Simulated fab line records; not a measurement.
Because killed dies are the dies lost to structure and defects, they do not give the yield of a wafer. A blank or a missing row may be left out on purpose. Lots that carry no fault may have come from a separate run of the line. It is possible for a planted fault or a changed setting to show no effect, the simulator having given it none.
What tool caused it? :: flow sky130 :: Sampling: 12 lots, 36 wafers, 3 of 708 route steps

## WHAT THE GAUGES SHOWED, per wafer
SKY_NWELL_OVL_MEAS_10. Usual: NWELL_00_OVL -0.3 nm, standard deviation 1.5.
lot: L364
measured: day 4 12:47
on: overlay-02
NWELL_00_OVL (nm): -0.5 -1.6 0.4
flag: 

lot: L365
measured: day 4 18:29
on: overlay-02
NWELL_00_OVL (nm): 0.1 -0.3 -0.8
flag: 

lot: L366
measured: day 5 00:49
on: overlay-01
NWELL_00_OVL (nm): 0.6 -1.1 -2.9
flag: 

lot: L368
measured: day 5 12:53
on: overlay-02
NWELL_00_OVL (nm): -0.6 -1.4 -1.2
flag: 

lot: L369
measured: day 5 19:19
on: overlay-02
NWELL_00_OVL (nm): -3.2 -2.6 -1.8
flag: 

lot: L370
measured: day 6 01:19
on: overlay-02
NWELL_00_OVL (nm): 1.5 0.1 2.4
flag: 

lot: L375
measured: day 7 04:38
on: overlay-02
NWELL_00_OVL (nm): -1.2 -2.5 -2.7
flag: 

lot: L376
measured: day 7 08:07
on: overlay-01
NWELL_00_OVL (nm): -0.4 -0.7 0.3
flag: 

lot: L383
measured: day 9 02:55
on: overlay-02
NWELL_00_OVL (nm): -0.2 -2.0 -0.4
flag: 

lot: L384
measured: day 9 10:35
on: overlay-02
NWELL_00_OVL (nm): -0.5 0.4 -0.2
flag: 

lot: L385
measured: day 9 23:10
on: overlay-02
NWELL_00_OVL (nm): -0.4 1.4 -0.3
flag: 

lot: L386
measured: day 10 06:41
on: overlay-02
NWELL_00_OVL (nm): 0.5 -1.9 0.4
flag: 

SKY_VT_ADJUST_HVTP_CD_MEAS_07: target cd 380 nm. Usual: 381 nm for cdNm, sd 3.1.
lot: L364
measured: day 6 01:01
on: cdSem-01
cdNm (nm): 379 378 379
flag: 

lot: L365
measured: day 6 07:17
on: cdSem-01
cdNm (nm): 383 384 385
flag: 

lot: L366
measured: day 6 15:19
on: cdSem-02
cdNm (nm): 381 383 383
flag: 

lot: L368
measured: day 7 03:28
on: cdSem-01
cdNm (nm): 381 380 382
flag: 

lot: L369
measured: day 7 09:58
on: cdSem-01
cdNm (nm): 379 381 381
flag: 

lot: L370
measured: day 7 16:25
on: cdSem-02
cdNm (nm): 380 382 383
flag: 

lot: L375
measured: day 8 22:55
on: cdSem-02
cdNm (nm): 382 380 378
flag: 

lot: L376
measured: day 9 02:07
on: cdSem-02
cdNm (nm): 386 386 384
flag: 

lot: L383
measured: day 11 00:10
on: cdSem-02
cdNm (nm): 373 372 372
flag: 

lot: L384
measured: day 11 09:01
on: cdSem-02
cdNm (nm): 380 376 377
flag: 

lot: L385
measured: day 11 23:44
on: cdSem-02
cdNm (nm): 378 378 379
flag: 

lot: L386
measured: day 12 08:53
on: cdSem-01
cdNm (nm): 384 385 384
flag: 

## TOOL THAT RAN EACH LOT (tool first, then ch and the chambers of the sampled wafers, then the start)
lot: L364
SKY_NWELL_STRIP_14: plasmaAsher-01 ch 0,1, day 4 13:16

lot: L365
SKY_NWELL_STRIP_14: plasmaAsher-03 ch 0,1, day 4 18:58

lot: L366
SKY_NWELL_STRIP_14: plasmaAsher-04 ch 0,1, day 5 01:19

lot: L368
SKY_NWELL_STRIP_14: plasmaAsher-01 ch 0,1, day 5 13:22

lot: L369
SKY_NWELL_STRIP_14: plasmaAsher-03 ch 0,1, day 5 19:47

lot: L370
SKY_NWELL_STRIP_14: plasmaAsher-01 ch 0,1, day 6 01:49

lot: L375
SKY_NWELL_STRIP_14: plasmaAsher-01 ch 0, day 7 05:07

lot: L376
SKY_NWELL_STRIP_14: plasmaAsher-03 ch 0,1, day 7 08:35

lot: L383
SKY_NWELL_STRIP_14: plasmaAsher-01 ch 0,1, day 9 03:23

lot: L384
SKY_NWELL_STRIP_14: plasmaAsher-01 ch 0,1, day 9 11:04

lot: L385
SKY_NWELL_STRIP_14: plasmaAsher-04 ch 0,1, day 9 23:38

lot: L386
SKY_NWELL_STRIP_14: plasmaAsher-04 ch 0,1, day 10 07:10
- SKY_NWELL_STRIP_14: strips in O2/N2.

## AS READ BY THE TOOLS THEMSELVES (means over the sampled wafers that have a number; for cases with no such wafer, the mark the record gives instead)
SKY_NWELL_STRIP_14. Usual: chamberPressureMTorr 1500.2 mTorr, standard deviation 1.3; drypumpMotorCurrentA 6.1 A, standard deviation 0.53; oesProductAu 0.723 a.u., standard deviation 0.0041; stripTimeToEndpointS 36.91 s, standard deviation 0.093.
lot: L364
tool: plasmaAsher-01
chamberPressureMTorr (mTorr): 1502.4
drypumpMotorCurrentA (A): 6.5
oesProductAu (a.u.): 0.725
stripTimeToEndpointS (s): 36.94
flag: 

lot: L365
tool: plasmaAsher-03
chamberPressureMTorr (mTorr): 1499.3
drypumpMotorCurrentA (A): 5.7
oesProductAu (a.u.): 0.725
stripTimeToEndpointS (s): 36.95
flag: 

lot: L366
tool: plasmaAsher-04
chamberPressureMTorr (mTorr): 1499.7
drypumpMotorCurrentA (A): 5.4
oesProductAu (a.u.): 0.725
stripTimeToEndpointS (s): 36.84
flag: 

lot: L368
tool: plasmaAsher-01
chamberPressureMTorr (mTorr): 1499.0
drypumpMotorCurrentA (A): 6.6
oesProductAu (a.u.): 0.721
stripTimeToEndpointS (s): 36.94
flag: 

lot: L369
tool: plasmaAsher-03
chamberPressureMTorr (mTorr): 1500.1
drypumpMotorCurrentA (A): 5.6
oesProductAu (a.u.): 0.722
stripTimeToEndpointS (s): 36.88
flag: 

lot: L370
tool: plasmaAsher-01
chamberPressureMTorr (mTorr): 1500.9
drypumpMotorCurrentA (A): 6.5
oesProductAu (a.u.): 0.724
stripTimeToEndpointS (s): 36.99
flag: 

lot: L375
tool: plasmaAsher-01
chamberPressureMTorr (mTorr): 1499.4
drypumpMotorCurrentA (A): 6.5
oesProductAu (a.u.): 0.723
stripTimeToEndpointS (s): 36.92
flag: 

lot: L376
tool: plasmaAsher-03
chamberPressureMTorr (mTorr): 1499.9
drypumpMotorCurrentA (A): 5.7
oesProductAu (a.u.): 0.722
stripTimeToEndpointS (s): 36.69
flag: 

lot: L383
tool: plasmaAsher-01
chamberPressureMTorr (mTorr): 1500.8
drypumpMotorCurrentA (A): 6.5
oesProductAu (a.u.): 0.719
stripTimeToEndpointS (s): 37.02
flag: 

lot: L384
tool: plasmaAsher-01
chamberPressureMTorr (mTorr): 1499.7
drypumpMotorCurrentA (A): 6.5
oesProductAu (a.u.): 0.724
stripTimeToEndpointS (s): 36.89
flag: 

lot: L385
tool: plasmaAsher-04
chamberPressureMTorr (mTorr): 1500.0
drypumpMotorCurrentA (A): 5.5
oesProductAu (a.u.): 0.727
stripTimeToEndpointS (s): 36.91
flag: 

lot: L386
tool: plasmaAsher-04
chamberPressureMTorr (mTorr): 1500.9
drypumpMotorCurrentA (A): 5.5
oesProductAu (a.u.): 0.728
stripTimeToEndpointS (s): 36.89
flag: 

## THE ANSWER, worked out from the rows above alone
Rule: a lot is off if the mean of its wafers that have a number lies more than 3 standard deviations from the usual mean. Also off: a lot with no number at a reading for which 4 or more lots have one. The other lots that the step has rows for count as sound. The gauges are gone through in route order, then the tools' own readings, and for those a lot's mean is taken as printed above. The first step at which some lot is off is used, and at that step the reading that is off furthest; a lot without a number counts as furthest.
Nothing can be told from this: no lot is off at any reading shown.

## WHAT WAS PUT IN BY THE SIMULATOR
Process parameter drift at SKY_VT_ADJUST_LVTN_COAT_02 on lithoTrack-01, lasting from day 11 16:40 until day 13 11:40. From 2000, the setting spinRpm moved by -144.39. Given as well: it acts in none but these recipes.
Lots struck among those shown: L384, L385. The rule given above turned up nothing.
